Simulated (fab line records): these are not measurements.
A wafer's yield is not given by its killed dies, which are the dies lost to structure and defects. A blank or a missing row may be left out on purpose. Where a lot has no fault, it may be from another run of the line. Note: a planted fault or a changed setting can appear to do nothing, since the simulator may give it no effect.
fab line records	flow sky130
[record] lots = 6	wafers = 18	last-day = 50
route steps=708 shown FIELD_ISO@21 NWELL@32 DNWELL@35 PWDE@45 PAD_OPEN@708
lots that met no fault: taken from a fault-free run of the same line
start-h: the number of hours between the record's first day and the start of the first shown wafer of the lot	wait-h: hours elapsed since this lot's preceding step	" identical to the entry in the row above	L1.1+2: a row that stands for several wafers	- either no value or no given start	* or withheld: withheld	< > ~ a bound
route shown NAME@n: names a module that has steps shown in the file, with the first one's number in the route	usual: the fault-free wafers' mean and standard deviation	same: alike in all rows	chamber/n: place in a boat	sites: the reading at each site	_std_site: the values' standard deviation	_edge_site: mean of outer sites minus mean of inner sites	radius-mm: how far each site lies from the wafer's centre	mask NAME#n: copy n	behind: the most recent tool/chamber to have shaped the wafer	hold: what put the lot on hold/how long, in hours/how the hold closed	device: names the non-switching transistor (n, p or np)	end of line: the tests these same wafers got at the end of their route	step lacking rows: just its recipe	killed: dies that structure and defects cost at the first sort, which is not the same as the wafer's yield	map: dies across one wafer; x = killed, . = not, _ = none there
set.NAME: setting as actually run; set.NAME@STEP: the setting as run at that earlier step	model.NAME: the simulator's own value behind a step, which no gauge read
lots seen at some steps along the route; tables by step, rows by wafer
services: a tool's chamber out of use, with start hour (start-h, from the record's first day; less than 0 if before it), hours out, and reason
[[steps]]
[step SKY_FIELD_ISO_CLEAN_20]
[recipe] chemistry = dHF	time-s = 20	dilution = 100:1
[step SKY_FIELD_ISO_WET_ETCH_21]
[recipe] chemistry = dHF	dilution = 100:1	target-depth-nm = 20	dry = ipa-marangoni	target = SiO2	temp-c = 25	time-s = 400
[step SKY_FIELD_ISO_OXIDATION_22]
[recipe] temp-c = 950	ambient = O2	stabilise-s = 600	purge-s = 300	target-thk-a = 100	ox-time-s = 623
[step SKY_FIELD_ISO_THK_MEAS_23]
[recipe] reads = SiO2_of_FIELD_ISO_OXIDATION_22
[usual] FIELD_ISO_OXIDATION_01_THK = 9.98/0.15
lot.wafer	tool	chamber	start-h	wait-h	FIELD_ISO_OXIDATION_01_THK[nm]
L173.1	film-metro-02	-	53.07	0.0	9.77
L173.4	"	-	"	"	9.76
L173.6	"	-	"	"	9.74
L176.1	film-metro-01	-	67.47	0.0	10.12
L176.2	"	-	"	"	10.00
L176.5	"	-	"	"	10.17
L180.3	film-metro-02	-	88.89	0.0	9.97
L180.4	"	-	"	"	9.81
L180.5	"	-	"	"	10.01
L187.3	film-metro-01	-	129.04	0.0	10.07
L187.4	"	-	"	"	10.00
L187.6	"	-	"	"	9.96
L189.2	film-metro-01	-	136.19	0.0	10.04
L189.3	"	-	"	"	9.90
L189.4	"	-	"	"	9.83
L192.2	film-metro-01	-	150.18	0.0	10.08
L192.3	"	-	"	"	9.96
L192.4	"	-	"	"	10.07
[step SKY_FIELD_ISO_CVD_24]
[recipe] material = SiO2	target-thk-nm = 595	temp-c = 650	sigma-open-frac = 0.3	time-s = 99.2	sih4-flow-sccm = 60	pressure-mtorr = 6
[step SKY_FIELD_ISO_THK_MEAS_25]
[recipe] reads = SiO2_of_FIELD_ISO_CVD_24
[usual] FIELD_ISO_CVD_24_THK = 596/6.9
lot.wafer	tool	chamber	start-h	wait-h	FIELD_ISO_CVD_24_THK[nm]
L173.1	film-metro-02	-	53.20	0.0	595
L173.4	"	-	"	"	584
L173.6	"	-	"	"	586
L176.1	film-metro-02	-	67.60	0.0	589
L176.2	"	-	"	"	593
L176.5	"	-	"	"	599
L180.3	film-metro-03	-	89.02	0.1	599
L180.4	"	-	"	"	598
L180.5	"	-	"	"	591
L187.3	film-metro-03	-	129.17	0.1	600
L187.4	"	-	"	"	603
L187.6	"	-	"	"	592
L189.2	film-metro-03	-	136.32	0.0	602
L189.3	"	-	"	"	595
L189.4	"	-	"	"	596
L192.2	film-metro-02	-	150.31	0.0	603
L192.3	"	-	"	"	599
L192.4	"	-	"	"	598
[step SKY_FIELD_ISO_ANNEAL_26]
[recipe] temp-c = 1000	time-s = 1800	ambient = N2
[step SKY_FIELD_ISO_CMP_27]
[recipe] stop-on = Si3N4	t-overpolish-s = 16	down-force-psi = 4	platen-rpm = 60	target-thk-nm = 457.8	pad-velocity-m-s = 0.94248
[usual] head-pressure-psi = 4.000/0.0089	motor-current-A = 12.0/1.2	overpolish-run-s = 16.001/0.0099	time-to-endpoint-s = 110/3.9
lot.wafer	tool	chamber	start-h	wait-h	head-pressure-psi	motor-current-A	overpolish-run-s	time-to-endpoint-s
L173.1	cmp-02	0	55.49	0.0	3.999	11.8	16.013	108
L173.4	"	2	"	"	4.000	11.6	15.994	106
L173.6	"	1	"	"	3.993	10.6	16.018	109
L176.1	cmp-01	0	70.25	0.1	4.011	14.7	15.997	108
L176.2	"	1	"	"	4.000	11.8	15.991	109
L176.5	"	3	"	"	3.999	12.6	16.018	117
L180.4	cmp-02	2	90.61	0.1	4.008	12.1	16.009	112
L180.3	"	3	"	"	3.985	11.0	15.999	113
L180.5	"	1	"	"	4.001	10.4	16.000	118
L187.3	cmp-02	1	130.76	0.1	3.990	10.8	15.996	113
L187.4	"	2	"	"	3.995	12.3	15.988	112
L187.6	"	0	"	"	3.999	11.7	16.006	106
L189.4	cmp-02	2	139.18	0.0	4.015	11.7	15.997	107
L189.2	"	3	"	"	3.980	11.2	15.979	110
L189.3	"	0	"	"	3.991	11.6	15.998	111
L192.2	cmp-01	3	154.42	0.1	4.004	12.8	15.991	113
L192.4	"	0	"	"	4.011	14.4	15.986	106
L192.3	"	1	"	"	3.987	11.8	16.000	109
[step SKY_FIELD_ISO_WET_ETCH_28]
[recipe] chemistry = dHF	target-depth-nm = 23.7	target = SiO2	dilution = 10:1	temp-c = 25	time-s = 47
[step SKY_FIELD_ISO_WET_ETCH_29]
[recipe] chemistry = H3PO4	target-depth-nm = 160	target = Si3N4	temp-c = 160	time-s = 1825
[step SKY_FIELD_ISO_WET_ETCH_30]
[recipe] chemistry = dHF	target-depth-nm = 25	target = SiO2	dilution = 10:1	temp-c = 25	time-s = 50
[step SKY_NWELL_CLEAN_00]
[recipe] chemistry = SC1/SC2	mix = 1:4:20	temp-c = 70	time-s = 150	dry = n2-spin
[step SKY_NWELL_OXIDATION_01]
[recipe] temp-c = 900	ambient = O2	stabilise-s = 600	purge-s = 300	target-thk-a = 100	ox-time-s = 1418
[usual] ox-temp-c-max = 903.5/0.85	spike-tc-centre-C = 901.5/1.2	zone-power-top-pct = 32.0/0.44
[same] ox-time-s = 1418
lot.wafer	tool	chamber	start-h	wait-h	ox-temp-c-max	spike-tc-centre-C	zone-power-top-pct
L173.1	furnace-02	0	57.70	1.3	903.1	900.0	31.6
L173.4	"	0	"	"	903.6	901.0	31.6
L173.6	"	0	"	"	903.5	899.7	31.6
L176.1	furnace-02	0	71.71	0.6	902.8	902.3	31.5
L176.2	"	0	"	"	902.2	901.1	31.0
L176.5	"	0	"	"	902.7	901.2	31.6
L180.3	furnace-01	0	92.02	0.5	904.9	902.6	32.6
L180.4	"	0	"	"	903.6	899.7	32.1
L180.5	"	0	"	"	904.6	901.1	32.4
L180.3	furnace-02	0	93.73	0.3	903.1	899.0	31.6
L180.4	"	0	"	"	902.3	900.4	31.4
L180.5	"	0	"	"	903.5	899.8	31.7
L187.3	furnace-01	0	132.81	1.2	903.3	901.6	31.9
L187.4	"	0	"	"	902.7	902.1	32.6
L187.6	"	0	"	"	903.5	900.7	32.0
L189.2	furnace-01	0	141.29	1.2	903.7	903.0	32.4
L189.3	"	0	"	"	903.6	902.2	32.1
L189.4	"	0	"	"	903.8	901.9	32.4
L189.2	furnace-02	0	143.40	0.7	902.7	901.0	31.8
L189.3	"	0	"	"	902.3	899.7	31.7
L189.4	"	0	"	"	902.3	899.9	32.2
L192.2	furnace-01	0	157.06	1.7	903.8	902.7	31.9
L192.3	"	0	"	"	904.1	901.3	32.4
L192.4	"	0	"	"	903.9	901.3	32.0
[step SKY_NWELL_THK_MEAS_02]
[recipe] reads = SiO2_of_NWELL_OXIDATION_01
[usual] NWELL_OXIDATION_THK = 10.07/0.14
lot.wafer	tool	chamber	start-h	wait-h	NWELL_OXIDATION_THK[nm]
L173.1	film-metro-01	-	59.09	0.0	10.02
L173.4	"	-	"	"	10.06
L173.6	"	-	"	"	10.21
L176.1	film-metro-04	-	73.10	0.0	10.13
L176.2	"	-	"	"	10.36
L176.5	"	-	"	"	10.15
L180.3	film-metro-04	-	95.14	0.0	16.42
L180.4	"	-	"	"	16.49
L180.5	"	-	"	"	16.55
L180.3	film-metro-04	-	95.46	0.3	16.43
L180.4	"	-	"	"	16.48
L180.5	"	-	"	"	16.57
L187.3	film-metro-04	-	134.22	0.0	10.20
L187.4	"	-	"	"	9.86
L187.6	"	-	"	"	10.20
L189.2	film-metro-03	-	144.88	0.1	16.34
L189.3	"	-	"	"	16.50
L189.4	"	-	"	"	16.28
L189.2	film-metro-03	-	145.13	0.2	16.31
L189.3	"	-	"	"	16.42
L189.4	"	-	"	"	16.20
L192.2	film-metro-01	-	158.46	0.0	10.30
L192.3	"	-	"	"	10.24
L192.4	"	-	"	"	10.01
[step SKY_DNWELL_DEHYDRATE_00]
[recipe] temp-c = 200	time-s = 60
[step SKY_DNWELL_HMDS_01]
[recipe] prime-time-s = 60	prime-temp-c = 120
[step SKY_DNWELL_COAT_02]
[recipe] spin-rpm = 2000	resist-thk-nm = 3000
[step SKY_DNWELL_SOFTBAKE_03]
[recipe] temp-c = 110	time-s = withheld
[step SKY_DNWELL_EXPOSE_04]
[recipe] mask-id = DNM	na = 0.57	target-cd-nm = 3000	dose-mj = 222
[step SKY_DNWELL_PEB_05]
[recipe] temp-c = 115	time-s = withheld
[step SKY_DNWELL_DEVELOP_06]
[recipe] wall-angle-deg = 90	developer = TMAH	develop-time-s = 60	dev-temp-c = 23
[step SKY_DNWELL_IMPLANT_07]
[recipe] species = P	energy-kev = withheld	dose-cm2 = withheld	tilt-deg = withheld
[step SKY_DNWELL_STRIP_08]
[recipe] chemistry = O2/N2	power-w = 1400	pressure-mtorr = 1500	platen-temp-c = withheld	o2-flow-sccm = 3000	n2-flow-sccm = 300	overash-fraction = 0.5
[usual] drypump-motor-current-A = 5.73/0.23	n2-flow-sccm = 300.1/0.83	oes-product-au = 0.722/0.0044	strip-time-to-endpoint-s = 36.95/0.094
lot.wafer	tool	chamber	start-h	wait-h	drypump-motor-current-A	n2-flow-sccm	oes-product-au	rf-hours-counter-h	strip-time-to-endpoint-s
L173.1	plasma-asher-02	1	75.28	0.1	5.57	300.4	0.728	38	37.00
L173.4	"	0	"	"	5.41	299.5	0.725	-	36.99
L173.6	"	1	"	"	5.57	300.3	0.726	-	37.03
L176.1	plasma-asher-03	0	88.98	0.1	5.96	300.5	0.721	26	37.02
L176.2	"	1	"	"	5.94	299.7	0.716	26	37.04
L176.5	"	0	"	"	5.93	298.9	0.722	-	36.92
L187.3	plasma-asher-03	0	153.45	0.1	5.98	299.4	0.721	-	37.13
L187.4	"	1	"	"	5.90	300.1	0.727	-	36.97
L187.6	"	0	"	"	5.95	299.9	0.720	-	37.16
L189.2	plasma-asher-02	0	162.31	0.1	5.41	300.4	0.719	4	36.79
L189.3	"	1	"	"	5.58	298.7	0.728	-	36.82
L189.4	"	0	"	"	5.43	300.4	0.723	-	36.79
L192.2	plasma-asher-01	0	179.28	0.1	5.56	299.6	0.729	53	36.85
L192.3	"	0	"	"	5.56	298.7	0.725	-	37.01
L192.4	"	1	"	"	6.01	300.5	0.724	-	37.04
[step SKY_DNWELL_TW_MEAS_09]
[usual] DNWELL_TW = 1110/6.3
lot.wafer	tool	chamber	start-h	wait-h	DNWELL_TW
L173.1	film-metro-03	-	75.38	0.1	1102
L173.4	"	-	"	"	1098
L173.6	"	-	"	"	1104
L176.1	film-metro-04	-	89.08	0.1	1104
L176.2	"	-	"	"	1112
L176.5	"	-	"	"	1106
L187.3	film-metro-04	-	153.53	0.1	1108
L187.4	"	-	"	"	1109
L187.6	"	-	"	"	1106
L189.2	film-metro-04	-	162.42	0.1	1110
L189.3	"	-	"	"	1112
L189.4	"	-	"	"	1118
L192.2	film-metro-04	-	179.39	0.1	1106
L192.3	"	-	"	"	1106
L192.4	"	-	"	"	1112
[step SKY_PWDE_DEHYDRATE_00]
[recipe] temp-c = 200	time-s = 60
[step SKY_PWDE_HMDS_01]
[recipe] prime-time-s = 60	prime-temp-c = 120
[step SKY_PWDE_COAT_02]
[recipe] spin-rpm = 2000	resist-thk-nm = 3000
[step SKY_PWDE_SOFTBAKE_03]
[recipe] temp-c = 110	time-s = withheld
[step SKY_PWDE_EXPOSE_04]
[recipe] mask-id = PWDEM	na = 0.6	source-shape = conventional	sigma-outer = 0.6	polarization = unpolarized	target-cd-nm = 840	dose-mj = 214
[step SKY_PWDE_PEB_05]
[recipe] temp-c = 115	time-s = withheld
[step SKY_PWDE_DEVELOP_06]
[recipe] wall-angle-deg = 90	developer = TMAH	develop-time-s = 60	dev-temp-c = 23
[step SKY_PWDE_OVL_MEAS_07]
[usual] PWDE_OVL = 0.4/1.4
lot.wafer	tool	chamber	start-h	wait-h	PWDE_OVL[nm]
L173.1	overlay-01	-	92.15	-	0.9
L173.4	"	-	"	"	0.5
L173.6	"	-	"	"	1.3
L176.1	overlay-01	-	106.31	-	0.5
L176.2	"	-	"	"	1.5
L176.5	"	-	"	"	0.3
L187.3	overlay-01	-	173.77	-	-0.4
L187.4	"	-	"	"	1.1
L187.6	"	-	"	"	-1.0
L189.2	overlay-01	-	183.30	-	0.9
L189.3	"	-	"	"	0.0
L189.4	"	-	"	"	0.2
L192.2	overlay-01	-	200.55	-	1.1
L192.3	"	-	"	"	-2.5
L192.4	"	-	"	"	-1.4
[step SKY_PWDE_IMPLANT_08]
[recipe] species = B	energy-kev = 150	dose-cm2 = 3.6e+12	tilt-deg = withheld
[step SKY_PWDE_STRIP_09]
[recipe] chemistry = O2/N2	power-w = 1400	pressure-mtorr = 1500	platen-temp-c = withheld	o2-flow-sccm = 3000	n2-flow-sccm = 300	overash-fraction = 0.5
[usual] drypump-motor-current-A = 5.68/0.25	n2-flow-sccm = 300.0/0.84	oes-product-au = 0.722/0.0043	strip-time-to-endpoint-s = 36.96/0.12
lot.wafer	tool	chamber	start-h	wait-h	drypump-motor-current-A	n2-flow-sccm	oes-product-au	rf-hours-counter-h	strip-time-to-endpoint-s
L173.1	plasma-asher-03	1	92.33	0.1	5.92	300.5	0.722	27	36.81
L173.4	"	0	"	"	5.98	300.7	0.722	-	36.65
L173.6	"	1	"	"	5.89	298.1	0.716	-	36.67
L176.1	plasma-asher-04	0	106.50	0.1	5.76	299.6	0.722	41	36.92
L176.2	"	1	"	"	5.27	299.3	0.717	41	36.94
L176.5	"	1	"	"	5.24	299.1	0.719	-	36.95
L187.3	plasma-asher-02	0	173.98	0.1	5.43	300.1	0.727	-	37.02
L187.4	"	1	"	"	5.56	299.2	0.727	-	37.01
L187.6	"	1	"	"	5.58	299.4	0.723	-	37.02
L189.2	plasma-asher-04	1	183.48	0.1	5.25	299.2	0.721	49	36.94
L189.3	"	1	"	"	5.26	299.5	0.722	-	36.86
L189.4	"	0	"	"	5.72	299.5	0.725	-	36.77
L192.2	plasma-asher-04	0	200.73	0.1	5.74	300.8	0.722	51	37.15
L192.3	"	1	"	"	5.23	300.4	0.722	-	37.17
L192.4	"	0	"	"	5.73	301.2	0.727	-	37.08
[step SKY_PWDE_TW_MEAS_10]
[usual] PWDE_TW = 372.5/1.7
lot.wafer	tool	chamber	start-h	wait-h	PWDE_TW
L173.1	film-metro-01	-	92.43	0.1	372.7
L173.4	"	-	"	"	373.4
L173.6	"	-	"	"	373.0
L176.1	film-metro-04	-	106.60	0.1	372.7
L176.2	"	-	"	"	371.1
L176.5	"	-	"	"	370.4
L187.3	film-metro-04	-	174.07	0.1	372.5
L187.4	"	-	"	"	373.1
L187.6	"	-	"	"	372.7
L189.2	film-metro-04	-	183.59	0.1	371.7
L189.3	"	-	"	"	370.5
L189.4	"	-	"	"	371.2
L192.2	film-metro-01	-	200.84	0.1	370.7
L192.3	"	-	"	"	371.7
L192.4	"	-	"	"	370.7
[step SKY_NWELL_DEHYDRATE_03]
[recipe] temp-c = 200	time-s = 60
[step SKY_NWELL_HMDS_04]
[recipe] prime-time-s = 60	prime-temp-c = 120
[step SKY_NWELL_COAT_05]
[recipe] spin-rpm = 2000	resist-thk-nm = 3000
[step SKY_NWELL_SOFTBAKE_06]
[recipe] temp-c = 110	time-s = withheld
[step SKY_NWELL_EXPOSE_07]
[recipe] mask-id = NWM	na = 0.6	source-shape = conventional	sigma-outer = 0.6	polarization = unpolarized	target-cd-nm = 840	dose-mj = 255
[step SKY_NWELL_PEB_08]
[recipe] temp-c = 115	time-s = withheld
[step SKY_NWELL_DEVELOP_09]
[recipe] wall-angle-deg = 90	developer = TMAH	develop-time-s = 60	dev-temp-c = 23
[step SKY_NWELL_TW_MEAS_15]
[usual] NWELL_TW = 1812/7.3
lot.wafer	tool	chamber	start-h	wait-h	NWELL_TW
L173.1	film-metro-01	-	109.78	0.1	1809
L173.4	"	-	"	"	1815
L173.6	"	-	"	"	1815
L176.1	film-metro-01	-	124.80	0.1	1812
L176.2	"	-	"	"	1805
L176.5	"	-	"	"	1811
L187.3	film-metro-01	-	195.35	0.1	1810
L187.4	"	-	"	"	1815
L187.6	"	-	"	"	1805
L189.2	film-metro-01	-	204.81	0.1	1809
L189.3	"	-	"	"	1815
L189.4	"	-	"	"	1803
L189.2	film-metro-01	-	205.04	0.2	1816
L189.3	"	-	"	"	1805
L189.4	"	-	"	"	1812
L192.2	film-metro-03	-	223.66	0.1	1829
L192.3	"	-	"	"	1812
L192.4	"	-	"	"	1813
[step SKY_PAD_OPEN_PROBE_99]
[usual] defect-limited-yield = 82.4/1.8	killed_at_M0_to_M3 = 44/6	killed_at_M4_up = 2.9/1.5	killed-at-contacts = 24/4.9	killed-at-front-end = 16/4.3	killed-at-other = 0.3/0.54	killed-dies = 87/8.7	killed-open = 48/6.7	killed-short = 39/5.9	sort_bin_3_pad_short = 0.9/0.4	sort_bin_5_function = 10.5/1.5	sort_bin_6_memory = 6.2/1.1	sort-n-pass = 405/8.7	sort-yield-pct = 82.4/1.8
[same] gross-dies = 492	killed-at-back-side = 0	sort_bin_4_leakage[%] = 0	sort_bin_8_speed[%] = 0
lot.wafer	tool	chamber	start-h	wait-h	defect-limited-yield[%]	killed_at_M0_to_M3	killed_at_M4_up	killed-at-contacts	killed-at-front-end	killed-at-other	killed-dies	killed-open	killed-short	sort_bin_3_pad_short[%]	sort_bin_5_function[%]	sort_bin_6_memory[%]	sort-n-pass	sort-yield-pct[%]
L173.1	prober-01	-	1103.43	0.1	81.9	41	2	30	16	0	89	51	38	0.2	12.2	5.7	403	81.9
L173.4	prober-01	-	1103.58	0.2	82.3	39	5	25	18	0	87	52	35	0.6	9.3	7.7	405	82.3
L173.6	prober-01	-	1103.68	0.2	81.9	47	2	23	16	1	89	49	39	1.0	10.4	6.7	403	81.9
L176.1	prober-01	-	1120.20	0.1	85.6	39	2	18	12	0	71	39	32	0.8	9.6	4.1	421	85.6
L176.2	prober-01	-	1120.25	0.1	85.8	33	3	18	16	0	70	38	32	0.8	8.5	4.9	422	85.8
L176.5	prober-01	-	1120.40	0.2	83.9	43	3	21	12	0	79	42	37	0.2	10.2	5.7	413	83.9
L192.2	prober-01	-	1198.40	0.1	80.9	48	4	21	21	0	94	53	41	0.6	10.4	8.1	398	80.9
L192.3	prober-01	-	1198.45	0.2	81.1	37	4	34	17	1	93	41	52	1.0	12.0	5.9	399	81.1
L192.4	prober-01	-	1198.50	0.2	81.3	44	4	24	20	0	92	52	40	1.4	8.9	8.3	400	81.3
// killed by level:class
L173.1 CONTACT:geometric-particle:open=12 VIA1:geometric-particle:open=9 VIA3:geometric-particle:open=9 LI_CONTACT:geometric-particle:open=8 FIELD_ISO:geometric-particle:open=5 FIELD_ISO:geometric-particle:short=5 LI_CONTACT:geometric-particle:short=5 METAL2:geometric-particle:short=5
L173.4 CONTACT:geometric-particle:open=12 VIA1:geometric-particle:open=9 VIA2:geometric-particle:open=7 LI_CONTACT:geometric-particle:open=7 FIELD_ISO:geometric-particle:short=6 FIELD_ISO:geometric-particle:open=6 VIA3:geometric-particle:short=6 VIA3:geometric-particle:open=6
L173.6 LI_CONTACT:geometric-particle:open=8 VIA1:geometric-particle:open=8 METAL1:geometric-particle:short=7 VIA1:geometric-particle:short=7 POLY_GATE:geometric-particle:open=6 LI_CONTACT:geometric-particle:short=6 VIA2:geometric-particle:open=6 CONTACT:geometric-particle:open=5
L176.1 VIA1:geometric-particle:open=12 CONTACT:geometric-particle:open=6 VIA3:geometric-particle:open=6 VIA2:geometric-particle:open=5 METAL2:geometric-particle:short=5 FIELD_ISO:geometric-particle:open=4 CONTACT:geometric-particle:short=4 METAL1:geometric-particle:short=3
L176.2 CONTACT:geometric-particle:open=8 VIA1:geometric-particle:open=8 LI_CONTACT:geometric-particle:open=6 VIA1:geometric-particle:short=6 POLY_GATE:geometric-particle:short=5 METAL1:geometric-particle:short=5 FIELD_ISO:geometric-particle:open=4 POLY_GATE:geometric-particle:open=3
L176.5 VIA1:geometric-particle:open=14 CONTACT:geometric-particle:open=7 METAL1:geometric-particle:short=6 CONTACT:geometric-particle:short=6 VIA1:geometric-particle:short=6 FIELD_ISO:geometric-particle:open=5 POLY_GATE:geometric-particle:short=4 LI_CONTACT:geometric-particle:open=4
L192.2 VIA2:geometric-particle:open=11 VIA1:geometric-particle:short=10 VIA1:geometric-particle:open=8 FIELD_ISO:geometric-particle:open=7 LI_CONTACT:geometric-particle:open=7 CONTACT:geometric-particle:open=7 FIELD_ISO:geometric-particle:short=6 CONTACT:geometric-particle:short=6
L192.3 CONTACT:geometric-particle:open=11 CONTACT:geometric-particle:short=9 LI_CONTACT:geometric-particle:open=8 METAL1:geometric-particle:short=6 VIA3:geometric-particle:short=6 FIELD_ISO:geometric-particle:short=5 VIA2:geometric-particle:open=5 VIA1:geometric-particle:open=5
L192.4 CONTACT:geometric-particle:open=9 VIA1:geometric-particle:open=9 METAL1:geometric-particle:short=8 VIA2:geometric-particle:open=8 POLY_GATE:geometric-particle:open=6 LI_CONTACT:geometric-particle:open=6 CONTACT:geometric-particle:short=6 POLY_GATE:geometric-particle:short=4
[[services]]
tool	chamber	start-h	hours	kind
plasma-asher-02	-	33.49	1.4	repair
cmp-01	-	40.69	0.6	repair
cmp-01	-	41.31	5.6	pm
plasma-asher-03	-	56.05	15.6	pm
cmp-01	-	64.00	4.0	pm
cmp-02	-	71.24	3.5	pm
cmp-01	-	75.03	0.4	repair
cmp-01	-	93.69	1.3	repair
furnace-01	-	94.94	3.1	pm
plasma-asher-02	-	108.75	9.0	pm
plasma-asher-02	0	108.75	9.0	vent-cycle
furnace-02	-	115.93	4.2	pm
cmp-01	-	119.86	12.8	pm
plasma-asher-04	-	157.24	3.4	repair
plasma-asher-02	-	163.06	2.0	repair
cmp-02	-	166.23	0.5	repair
cmp-02	-	169.49	4.9	pm
plasma-asher-03	-	169.87	14.6	pm
cmp-01	-	176.88	1.9	repair
furnace-02	-	182.09	1.8	repair
cmp-01	-	186.25	0.8	repair
cmp-02	-	194.70	0.8	repair
furnace-02	-	197.04	2.4	pm
cmp-01	-	200.70	0.3	repair
[[key]]
[first-sign] step = SKY_NWELL_OXIDATION_01	reading = visit	direction = added
[effect] step = SKY_NWELL_THK_MEAS_02	reading = visit	direction = added
[effect] step = SKY_NWELL_THK_MEAS_02	reading = NWELL_OXIDATION_THK	direction = up	sigmas = 45	usual = 10.07	struck = 16.43
met-at SKY_NWELL_OXIDATION_01
struck-wafers L180.3,L180.4,L180.5,L189.2,L189.3,L189.4
scrapped-behind SKY_NWELL_THK_MEAS_02 L180.3,L180.4,L180.5
scrapped-behind SKY_NWELL_TW_MEAS_15 L189.2,L189.3,L189.4
[fault] kind = repeated-step-whole	tool = furnace-01,furnace-02	chamber = -	onset-h = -	steps = SKY_NWELL_OXIDATION_01	times = 1	scope = struck-lots-only
